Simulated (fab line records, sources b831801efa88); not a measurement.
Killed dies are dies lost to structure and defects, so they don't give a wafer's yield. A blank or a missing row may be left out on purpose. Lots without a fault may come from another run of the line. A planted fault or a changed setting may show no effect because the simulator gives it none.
Which tool did it? | flow sky130 | 6 lots, 18 wafers sampled, at 2 steps of a route of 708

WHAT THE GAUGES READ, wafer by wafer
SKY_VT_ADJUST_HVTP_TW_MEAS_11.
lot  | measured     | on            | VT_ADJUST_HVTP_TW
L573 | day 6 12:50  | film_metro-01 | 1346 1345 1347
L575 | day 6 22:17  | film_metro-02 | 1346 1357 1349
L584 | day 9 04:14  | film_metro-01 | 1307 1305 1303
L588 | day 10 05:35 | film_metro-03 | 1350 1346 1344
L590 | day 10 17:11 | film_metro-03 | 1349 1345 1355
L593 | day 11 11:46 | film_metro-02 | 1337 1345 1341

WHICH TOOL RAN EACH LOT (tool, then ch and the chambers of the sampled wafers, then the start)
lot  | SKY_VT_ADJUST_HVTP_IMPLANT_09
L573 | implanter-04 ch 0, day 6 12:35
L575 | implanter-04 ch 0, day 6 22:02
L584 | implanter-03 ch 0, day 9 03:59
L588 | implanter-02 ch 0, day 10 05:20
L590 | implanter-02 ch 0, day 10 16:56
L593 | implanter-02 ch 0, day 11 11:34
- SKY_VT_ADJUST_HVTP_IMPLANT_09

THE ANSWER, worked out from the rows above alone
Rule: what is usual is taken from the lots themselves. Put in order of their means at a reading, lots are off if they are a third of the lots or fewer, leave a main group of 4 or more, and stand apart from it by a gap of 3 or more times the standard deviation of the main group's means; of several such gaps the widest counts. A main group whose means are all the same, to the digits that the tables above print for the reading, isn't used. A lot without any number at a reading at which 4 lots or more have one is off too. The other lots that the step has rows for count as sound.
Off: L584, at SKY_VT_ADJUST_HVTP_TW_MEAS_11 (VT_ADJUST_HVTP_TW). The main group: mean 1347, standard deviation 3.4.
A tool fits if, at a process step before that reading, it ran every lot that is off, and no sound lot after the first of them. The gauges at SKY_VT_ADJUST_HVTP_TW_MEAS_11 are tried like those tools. Can't be told from this: 2 tools fit, implanter-03 at SKY_VT_ADJUST_HVTP_IMPLANT_09, film_metro-01 at SKY_VT_ADJUST_HVTP_TW_MEAS_11.

WHAT THE SIMULATOR HAD PUT IN
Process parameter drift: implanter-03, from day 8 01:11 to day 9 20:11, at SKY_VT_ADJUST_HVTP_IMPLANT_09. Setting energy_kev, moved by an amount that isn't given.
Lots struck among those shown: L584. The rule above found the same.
